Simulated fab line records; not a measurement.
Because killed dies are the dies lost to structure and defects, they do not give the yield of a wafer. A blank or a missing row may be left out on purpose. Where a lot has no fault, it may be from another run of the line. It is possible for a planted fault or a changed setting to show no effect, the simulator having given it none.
Comparing a struck lot with a sound one	flow sky130	35 steps out of a route of 708
Sound: wafers L327.2, L327.4, L327.6. Struck: wafer L338.2 (left out: L338.4, L338.6 of the same lot, which were not struck); the cause appears at the end.
Each step with rows lists, per side, the tool, then ch with its chambers, then its first start. Under that, the readings that differ: sound wafers	struck wafers	difference of the means	sigmas: that difference in standard deviations of wafers without a fault.
alike: same words and numbers on both sides, and readings whose means sit less than 2 such deviations apart. not compared: any withheld reading, any reading some wafer has no value for, any bound like >300 that may hide the same value, and any number with overlapping values for which the record gives no deviation.
The two part at a step that has a row with sigmas, a row that says differs or no value, or rows on one side only. When numbers do not overlap yet have no deviation, they are printed without sigmas and do not part them. A reading that every wafer of one side lacks parts them only if that side has two wafers or more.

first, 10 steps without rows for these wafers: SKY_METAL3_PEB_11; SKY_METAL3_DEVELOP_12 (develop time 60 s); SKY_METAL3_DESCUM_15 (chemistry O2, time 8 s); SKY_METAL3_ETCH_16 (etches BARC in N2/H2, stops on SiO2, time 88.2 s, target depth 60 nm); SKY_METAL3_ETCH_17 (etches SiO2 in C4F8/O2/Ar, stops on TiN, time 3.9 s, target depth 15 nm); SKY_METAL3_METAL_ETCH_18 (etches the open film in Cl2/BCl3, stops on SiO2, target depth 845 nm, time 183.1 s); SKY_METAL3_STRIP_19 (strips in O2/N2); SKY_METAL3_STRIP_20 (strips in post etch residue remover, time 1200 s); SKY_METAL3_CLEAN_21 (cleans in IPA, time 180 s); SKY_METAL3_CLEAN_22 (cleans in O3/DIW).
SKY_VIA3_HDPCVD_00: deposits SiO2, target thk 1635 nm, time 272.5 s.
  sound on hdpcvd-02 ch 0,2, day 38 23:37; struck on hdpcvd-02 ch 0,1,2, day 42 09:41
then, 23 steps without rows for these wafers: SKY_VIA3_CMP_02 (polishes SiO2); SKY_VIA3_DEHYDRATE_04 (time 60 s); SKY_VIA3_HMDS_05 (prime time 60 s); SKY_VIA3_COAT_06 (resist thk 60 nm); SKY_VIA3_COAT_07 (resist thk 450 nm); SKY_VIA3_SOFTBAKE_08 (time 90 s); SKY_VIA3_EXPOSE_09 (exposes mask VIM3, target cd 200 nm); SKY_VIA3_PEB_10; SKY_VIA3_DEVELOP_11 (develop time 60 s); SKY_VIA3_ETCH_14 (etches BARC in N2/H2, stops on SiO2, time 45.9 s, target depth 60 nm); SKY_VIA3_ETCH_15 (etches SiO2 in C4F8/O2/Ar, stops on TiN, target depth 507 nm, time 78 s); SKY_VIA3_STRIP_16 (strips in O2/N2); SKY_VIA3_STRIP_17 (strips in post etch residue remover, time 1200 s); SKY_VIA3_CLEAN_18 (cleans in IPA, time 180 s); SKY_VIA3_CLEAN_19 (cleans in O3/DIW); SKY_VIA3_SPUTTER_20 (material TiN, target thk 20 nm, time 80 s); SKY_VIA3_CVD_21 (deposits W, target thk 390 nm, time 117.31 s); SKY_VIA3_CMP_24 (polishes, stops on SiO2, t overpolish 20 s, target thk 0 nm); SKY_METAL4_SPUTTER_00 (material Ti, target thk 15 nm, time 10 s); SKY_METAL4_SPUTTER_01 (material TiN, target thk 20 nm, time 16.7 s); SKY_METAL4_SPUTTER_02 (material AlCu, target thk 735 nm, time 39.1 s); SKY_METAL4_SPUTTER_03 (material Ti, target thk 5 nm, time 3.3 s); SKY_METAL4_SPUTTER_04 (material TiN, target thk 70 nm, time 58.3 s).
-- the record jumps here: 6 days lie between the struck wafers' starts before and after (it left off in module METAL4 and takes up again in module PAD_OPEN, whose first step shown is number 708 of the route) --
SKY_PAD_OPEN_PROBE_99:
  struck on prober-01, day 48 20:26; sound on prober-01, day 46 02:54
reading	sound	struck	difference	sigmas
hold	- - -	awaitDispo/4.3h/release	no value on the sound wafers	
defectLimitedYield (%)	83.5 82.1 78.3	76.6	-4.7	-3
killed_at_M0_to_M3	42 41 54	72	+26	+4
killedDies	81 88 107	115	+23	+3
sort_bin_3_pad_short (%)	0.6 1.2 1.8	2.2	+1.0	+3
sort_bin_5_function (%)	8.5 12.2 13.2	14.8	+3.5	+2
sortNPass	411 404 385	377	-23	-3
sortYieldPct (%)	83.5 82.1 78.3	76.6	-4.7	-3
model.etest.tester.sortNPass	411 404 385	377	-23	
model.etest.tester.sortYieldPct (%)	83.54 82.11 78.25	76.63	-4.67	
model.etest.tester.sort_bin_5_pct (%)	8.537 12.2 13.21	14.84	+3.52	
  alike: killed_at_M4_up, killedAtContacts, killedAtFrontEnd, killedAtOther, killedOpen, killedShort, sort_bin_6_memory

## WHERE THEY PART
Within this record, at SKY_PAD_OPEN_PROBE_99 only.

WHY: whatever the simulator had introduced
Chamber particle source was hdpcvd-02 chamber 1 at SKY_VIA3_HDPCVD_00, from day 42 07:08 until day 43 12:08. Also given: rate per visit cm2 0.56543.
